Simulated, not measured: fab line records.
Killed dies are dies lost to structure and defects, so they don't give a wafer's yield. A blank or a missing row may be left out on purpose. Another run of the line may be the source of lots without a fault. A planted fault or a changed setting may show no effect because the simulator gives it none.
A lot that was struck, set against a sound lot ; flow sky130 ; 35 out of 708 route steps
Sound: these wafers, L261.3, L261.5, L261.6. Struck: wafer L270.1 (left out: L270.4, L270.5 of the same lot, which were not struck); the cause appears at the end.
For every step that has rows: the tool of each side, followed by ch and its chambers, followed by its first start. Under that, the readings that differ: sound wafers ; struck wafers ; difference of the means ; sigmas: that difference in standard deviations of wafers without a fault.
alike: words and numbers the same on both sides, and readings whose means are apart by under 2 such deviations; not compared: readings that were withheld, readings missing a value for some wafer, numbers with overlapping values and no deviation given by the record, and bounds like >300 which may hide the same value.
The two part at a step that has a row with sigmas, a row that says differs or no value, or rows on one side only. Numbers that don't overlap but have no deviation are shown without sigmas and don't part them. A reading that every wafer of one side lacks parts them only if that side has two wafers or more.

first, 5 steps without rows for these wafers: SKY_METAL5_SOFTBAKE_10 (time 60 s); SKY_METAL5_EXPOSE_11 (exposes mask MM5, target cd 1600 nm); SKY_METAL5_PEB_12; SKY_METAL5_DEVELOP_13 (develop time 60 s); SKY_METAL5_DESCUM_14 (chemistry O2, time 11 s).
SKY_METAL5_METAL_ETCH_15: etches the open film in Cl2/BCl3, stops on SiO2, target depth 1260 nm, time 252 s.
  sound on rie metal-04 ch 0,1, day 44 19:18; struck on rie metal-03 ch 1, day 47 08:16
reading;sound;struck;difference;sigmas
rf hours counter h (h);- - -;18;no value on the sound wafers;
  alike: drypump motor current A, he backside leak sccm, oes product au, throttle valve pct
SKY_METAL5_STRIP_16: strips in O2/N2.
  sound on plasma asher-04 ch 0,1, day 44 19:29; struck on plasma asher-01 ch 1, day 47 08:31
reading;sound;struck;difference;sigmas
drypump motor current A (A);5.8 5.8 6.6;4.8;-1.3;-2
rf hours counter h (h);- - -;4;no value on the sound wafers;
  alike: oes product au, strip time to endpoint s
then, 3 steps without rows for these wafers: SKY_METAL5_STRIP_17 (strips in post etch residue remover, time 1200 s); SKY_METAL5_CLEAN_18 (cleans in IPA, time 180 s); SKY_METAL5_CLEAN_19 (cleans in O3/DIW).
SKY_PASSIVATION_CVD_00: deposits SiO2, target thk 90 nm.
  sound on pecvd-03 ch 0,2, day 44 20:03; struck on pecvd-04 ch 2, day 47 09:23
reading;sound;struck;difference;sigmas
rf fwd power W (W);583.9 583.6 583.8;592.3;+8.5;+3
  alike: heater power w
SKY_PASSIVATION_THK_MEAS_01:
  sound: film metro-02 at day 44 20:05; struck: film metro-02 at day 47 09:25
  alike: PASSIVATION_CVD_00_THK
SKY_PASSIVATION_CVD_02: deposits Si3N4, target thk 540 nm.
  sound on pecvd-02 ch 0,2, day 44 20:08; struck on pecvd-02 ch 0, day 47 09:29
reading;sound;struck;difference;sigmas
rf fwd power W (W);450.4 446.9 451.5;266.4;-183.2;-99 or more
model.Si3N4_of_PASSIVATION_CVD_02.thk nm (nm);540.4 544.7 543.9;465.2;-77.8;
  alike: heater power w
SKY_PASSIVATION_THK_MEAS_03:
  sound: film metro-01 at day 44 20:23; struck: film metro-01 at day 47 09:42
reading;sound;struck;difference;sigmas
PASSIVATION_CVD_02_THK (nm);540 545 544;465;-78;-11
then, 7 steps without rows for these wafers: SKY_PASSIVATION_DEHYDRATE_04 (time 60 s); SKY_PASSIVATION_HMDS_05 (prime time 60 s); SKY_PASSIVATION_COAT_06 (resist thk 3000 nm); SKY_PASSIVATION_SOFTBAKE_07; SKY_PASSIVATION_EXPOSE_08 (exposes mask NSM, target cd 3000 nm); SKY_PASSIVATION_PEB_09; SKY_PASSIVATION_DEVELOP_10 (develop time 60 s).
SKY_PASSIVATION_ETCH_11: etches the open film in CF4/O2, stops on AlCu, target depth 725 nm, time 161.1 s.
  sound on rie diel-01 ch 0,1,2, day 45 17:35; struck on rie diel-01 ch 2, day 48 05:26
reading;sound;struck;difference;sigmas
oes product au (a.u.);0.984 0.986 0.986;0.911;-0.074;-10
model.etch.depth nm (nm);705.9 711.6 707.8;630.9;-77.5;
model.PASSIVATION.feature depth nm (nm);705.9 711.6 707.8;630.9;-77.5;
  alike: drypump motor current A, throttle valve pct
  not compared: rf hours counter h
SKY_PASSIVATION_STRIP_12: strips in O2/N2.
  sound on plasma asher-02 ch 0,1, day 45 17:44; struck on plasma asher-02 ch 0, day 48 05:33
reading;sound;struck;difference;sigmas
rf hours counter h (h);- - -;68;no value on the sound wafers;
  alike: drypump motor current A, oes product au, strip time to endpoint s
then, 7 steps without rows for these wafers: SKY_PAD_OPEN_DEHYDRATE_00 (time 60 s); SKY_PAD_OPEN_HMDS_01 (prime time 60 s); SKY_PAD_OPEN_COAT_02 (resist thk 3000 nm); SKY_PAD_OPEN_SOFTBAKE_03; SKY_PAD_OPEN_EXPOSE_04 (exposes mask PDM, target cd 60000 nm); SKY_PAD_OPEN_PEB_05; SKY_PAD_OPEN_DEVELOP_06 (develop time 60 s).
SKY_PAD_OPEN_ETCH_07: etches the open film in CF4/O2, stops on AlCu, target depth 725 nm, time 161.1 s.
  sound on rie diel-01 ch 0,1,2, day 46 14:59; struck on rie diel-03 ch 0, day 48 23:58
reading;sound;struck;difference;sigmas
oes product au (a.u.);0.982 0.978 0.976;0.922;-0.057;-8
throttle valve pct (%);5.959 5.959 5.970;5.943;-0.020;-2
model.etch.depth nm (nm);705.9 711.6 707.8;630.9;-77.5;
model.PAD_OPEN.feature depth nm (nm);705.9 711.6 707.8;630.9;-77.5;
  alike: drypump motor current A
  not compared: rf hours counter h
SKY_PAD_OPEN_STRIP_08: strips in O2/N2.
  sound on plasma asher-01 ch 0,1, day 46 15:08; struck on plasma asher-02 ch 1, day 49 00:04
reading;sound;struck;difference;sigmas
drypump motor current A (A);4.9 5.2 4.8;6.1;+1.1;+3
rf hours counter h (h);- - -;69;no value on the sound wafers;
  alike: oes product au, strip time to endpoint s
SKY_PAD_OPEN_STRIP_09: strips in post etch residue remover, time 1200 s.
  sound on wet bench-04 ch 2, day 46 15:12; struck on wet bench-03 ch 1, day 49 00:10
reading;sound;struck;difference;sigmas
model.Si3N4_of_PASSIVATION_CVD_02.thk nm (nm);540 544.3 543.5;464.8;-77.8;
  alike: bath heat duty pct
then, 1 step without rows for these wafers: SKY_PAD_OPEN_CLEAN_10 (cleans in IPA, time 180 s).
SKY_PAD_OPEN_PROBE_99:
  sound: prober-02 at day 46 17:26; struck: prober-02 at day 49 02:17
reading;sound;struck;difference;sigmas
defect limited yield (%);82.9 82.1 86.4;78.7;-5.1;-3
killed_at_M0_to_M3;43 42 33;56;+17;+3
killed dies;84 88 67;105;+25;+3
killed short;37 33 30;53;+20;+3
sort_bin_5_function (%);9.3 10.0 8.5;14.2;+4.9;+4
sort n pass;408 404 425;387;-25;-3
sort yield pct (%);82.9 82.1 86.4;78.7;-5.1;-3
  alike: killed_at_M4_up, killed at contacts, killed at front end, killed at other, killed open, sort_bin_3_pad_short, sort_bin_6_memory

WHERE THEY PART
First at SKY_METAL5_METAL_ETCH_15; last, within this record, at SKY_PAD_OPEN_PROBE_99.

WHY: what had been put in by the simulator
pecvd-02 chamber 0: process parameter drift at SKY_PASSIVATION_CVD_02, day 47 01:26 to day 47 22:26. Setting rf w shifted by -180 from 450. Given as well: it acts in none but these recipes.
